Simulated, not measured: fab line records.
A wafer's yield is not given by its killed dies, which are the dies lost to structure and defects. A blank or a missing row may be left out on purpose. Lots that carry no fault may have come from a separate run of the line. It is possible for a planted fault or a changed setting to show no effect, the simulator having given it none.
What tool caused it? | flow gf180mcu | 12 lots with 36 wafers sampled at 5 steps, on a route of 602 steps

WHAT THE GAUGES SHOWED, per wafer
GF_V4_THK_MEAS_01. Usual: V4_CVD_00_THK gives 602 nm (standard deviation 7.6).
lot  | measured     | on            | V4_CVD_00_THK (nm) | flag
L101 | day 23 13:46 | film_metro-04 | 603 592 593        |
L102 | day 23 18:37 | film_metro-03 | 611 598 604        |
L105 | day 25 00:16 | film_metro-03 | 587 612 612        |
L106 | day 25 06:46 | film_metro-03 | 608 607 612        |
L107 | day 25 12:14 | film_metro-04 | 613 607 611        |
L108 | day 25 21:47 | film_metro-03 | 607 615 611        |
L109 | day 26 06:40 | film_metro-04 | 603 608 595        |
L111 | day 26 22:10 | film_metro-03 | 606 607 609        |
L112 | day 27 06:14 | film_metro-04 | 607 606 606        |
L114 | day 27 16:07 | film_metro-03 | 609 615 598        |
L122 | day 29 21:57 | film_metro-03 | 609 599 615        |
L124 | day 30 14:56 | film_metro-04 | 595 601 605        |

GF_V4_OVL_MEAS_15. Usual: V4_OVL gives 0 nm (standard deviation 6.3).
lot  | measured     | on         | V4_OVL (nm) | flag
L101 | day 24 11:57 | overlay-02 | 0 4 6       |
L102 | day 24 17:06 | overlay-01 | 2 1 -1      |
L105 | day 25 21:47 | overlay-01 | -4 1 1      |
L106 | day 26 04:39 | overlay-01 | -2 -1 -1    |
L107 | day 26 10:17 | overlay-01 | 0 -8 -1     |
L108 | day 26 19:23 | overlay-01 | 6 5 13      |
L109 | day 27 03:56 | overlay-01 | -14 -7 -7   |
L111 | day 27 19:26 | overlay-02 | 14 8 14     |
L112 | day 28 03:12 | overlay-01 | 3 5 -2      |
L114 | day 28 12:54 | overlay-01 | 8 10 4      |
L122 | day 30 16:38 | overlay-01 | 0 -1 -9     |
L124 | day 31 08:56 | overlay-02 | 4 0 -1      |

GF_M5_OVL_MEAS_08. Usual: M5_OVL gives -1 nm (standard deviation 6.8).
lot  | measured     | on         | M5_OVL (nm) | flag
L101 | day 26 09:11 | overlay-01 | -6 -3 -1    |
L102 | day 26 13:40 | overlay-02 | -5 -12 -6   |
L105 | day 27 16:25 | overlay-02 | -6 -13 -6   |
L106 | day 27 23:42 | overlay-01 | -1 -4 -7    |
L107 | day 28 05:47 | overlay-01 | 8 -2 11     |
L108 | day 28 14:01 | overlay-02 | -4 -6 -10   |
L109 | day 28 22:10 | overlay-01 | 11 10 10    |
L111 | day 29 12:07 | overlay-01 | 8 -1 11     |
L112 | day 29 21:07 | overlay-02 | 2 6 4       |
L114 | day 30 05:36 | overlay-01 | -14 -7 -4   |
L122 | day 32 06:26 | overlay-02 | 0 -7 9      |
L124 | day 32 20:35 | overlay-01 | 1 -6 -4     |

TOOL THAT RAN EACH LOT (tool first, then ch and the chambers of the sampled wafers, then the start)
lot  | GF_MIM_METAL_ETCH_19              | GF_MIM_STRIP_20
L101 | rie_metal-02 ch 0,1, day 25 11:24 | plasma_asher-02 ch 0,1, day 25 11:28
L102 | rie_metal-04 ch 0,1, day 25 16:18 | plasma_asher-02 ch 0,1, day 25 16:22
L105 | rie_metal-04 ch 0,1, day 26 20:07 | plasma_asher-03 ch 0,1, day 26 20:11
L106 | rie_metal-02 ch 0,1, day 27 02:32 | plasma_asher-01 ch 0,1, day 27 02:37
L107 | rie_metal-02 ch 0,1, day 27 09:21 | plasma_asher-03 ch 0,1, day 27 09:26
L108 | rie_metal-02 ch 0,1, day 27 17:25 | plasma_asher-03 ch 0,1, day 27 17:29
L109 | rie_metal-01 ch 0,1, day 28 01:55 | plasma_asher-03 ch 0,1, day 28 01:59
L111 | rie_metal-01 ch 0,1, day 28 16:43 | plasma_asher-02 ch 0,1, day 28 16:47
L112 | rie_metal-01 ch 0,1, day 29 01:04 | plasma_asher-01 ch 0,1, day 29 01:08
L114 | rie_metal-01 ch 0,1, day 29 09:56 | plasma_asher-03 ch 0,1, day 29 10:01
L122 | rie_metal-02 ch 0,1, day 31 12:02 | plasma_asher-03 ch 0,1, day 31 12:07
L124 | rie_metal-04 ch 0,1, day 32 03:27 | plasma_asher-01 ch 0,1, day 32 03:31
- GF_MIM_METAL_ETCH_19: etches the open film in Cl2/BCl3, stops on Si3N4, target depth 324.5 nm, time 54.1 s.
- GF_MIM_STRIP_20: strips in O2/N2.

WHAT THE TOOLS THEMSELVES READ (means of the sampled wafers that have a number; where no wafer has one, the mark that the record gives instead)
GF_MIM_METAL_ETCH_19. Usual: drypump_motor_current_A 5.4 A, standard deviation 0.54; oes_product_au 0.943 a.u., standard deviation 0.0059; rf_fwd_power_W 793.3 W, standard deviation 2.7; throttle_valve_pct 28.282 %, standard deviation 0.01.
lot  | tool         | drypump_motor_current_A (A) | oes_product_au (a.u.) | rf_fwd_power_W (W) | throttle_valve_pct (%) | flag
L101 | rie_metal-02 | 5.3                         | 0.943                 | 793.7              | 28.289                 |
L102 | rie_metal-04 | 5.0                         | 0.948                 | 794.4              | 28.277                 |
L105 | rie_metal-04 | 5.0                         | 0.944                 | 793.6              | 28.281                 |
L106 | rie_metal-02 | 5.3                         | 0.943                 | 793.7              | 28.288                 |
L107 | rie_metal-02 | 5.3                         | 0.946                 | 793.2              | 28.276                 |
L108 | rie_metal-02 | 5.3                         | 0.945                 | 792.0              | 28.286                 |
L109 | rie_metal-01 | 5.1                         | 0.948                 | 792.1              | 28.275                 |
L111 | rie_metal-01 | 5.4                         | 0.944                 | 794.6              | 28.277                 |
L112 | rie_metal-01 | 5.1                         | 0.942                 | 834.6              | 28.278                 | OFF
L114 | rie_metal-01 | 5.1                         | 0.941                 | 837.5              | 28.281                 | OFF
L122 | rie_metal-02 | 5.7                         | 0.931                 | 791.2              | 28.289                 |
L124 | rie_metal-04 | 5.1                         | 0.946                 | 793.3              | 28.274                 |

GF_MIM_STRIP_20. Usual: drypump_motor_current_A 5.8 A, standard deviation 0.66; heater_power_w 328 W, standard deviation 29; oes_product_au 0.693 a.u., standard deviation 0.0046; platen_temp_c 250.01 C, standard deviation 0.18; strip_time_to_endpoint_s 11.25 s, standard deviation 0.047.
lot  | tool            | drypump_motor_current_A (A) | heater_power_w (W) | oes_product_au (a.u.) | platen_temp_c (C) | strip_time_to_endpoint_s (s) | flag
L101 | plasma_asher-02 | 6.1                         | 339                | 0.698                 | 250.04            | 11.26                        |
L102 | plasma_asher-02 | 6.0                         | 343                | 0.696                 | 250.09            | 11.34                        |
L105 | plasma_asher-03 | 5.9                         | 325                | 0.698                 | 249.89            | 11.27                        |
L106 | plasma_asher-01 | 5.8                         | 308                | 0.691                 | 250.14            | 11.19                        |
L107 | plasma_asher-03 | 5.4                         | 345                | 0.695                 | 250.09            | 11.26                        |
L108 | plasma_asher-03 | 5.4                         | 348                | 0.694                 | 250.01            | 11.27                        |
L109 | plasma_asher-03 | 5.9                         | 327                | 0.689                 | 250.17            | 11.21                        |
L111 | plasma_asher-02 | 6.1                         | 344                | 0.693                 | 250.03            | 11.27                        |
L112 | plasma_asher-01 | 5.8                         | 310                | 0.685                 | 250.07            | 11.15                        |
L114 | plasma_asher-03 | 5.9                         | 324                | 0.686                 | 250.05            | 11.12                        |
L122 | plasma_asher-03 | 5.9                         | 324                | 0.693                 | 250.02            | 11.25                        |
L124 | plasma_asher-01 | 6.0                         | 289                | 0.691                 | 250.11            | 11.21                        |

THE ANSWER, worked out from the rows above alone
Rule: lot off if the mean of its wafers having a number is beyond 3 standard deviations from the usual mean. Also off: a lot with no number at a reading for which 4 or more lots have one. Where the step has rows for the other lots, those lots are counted as sound. The gauges are gone through in route order, then the tools' own readings, and for those a lot's mean is taken as printed above. The first step at which some lot is off is used, and at that step the reading that is off furthest; a lot without a number counts as furthest.
Off: L112, L114 (GF_MIM_METAL_ETCH_19, rf_fwd_power_W).
If a tool, at that step or one of the process steps before it, ran each lot that is off and ran no sound lot following the first of them, it fits. One fits: GF_MIM_METAL_ETCH_19 on rie_metal-01. A fault onset in the window from L111 (day 28 16:43, its last sound lot) to L112 (day 29 01:04, its first lot off) fits.
The tool's own readings at GF_MIM_METAL_ETCH_19 bear it out: on the lots that are off they differ by more than 5 times the standard deviation of the sound lots' means. rf_fwd_power_W reads 836.0 W there against 793.2 W on the sound lots.

WHAT THE SIMULATOR PUT IN
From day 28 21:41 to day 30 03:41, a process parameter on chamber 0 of rie_metal-01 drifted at GF_MIM_METAL_ETCH_19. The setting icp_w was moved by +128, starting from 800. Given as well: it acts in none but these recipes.
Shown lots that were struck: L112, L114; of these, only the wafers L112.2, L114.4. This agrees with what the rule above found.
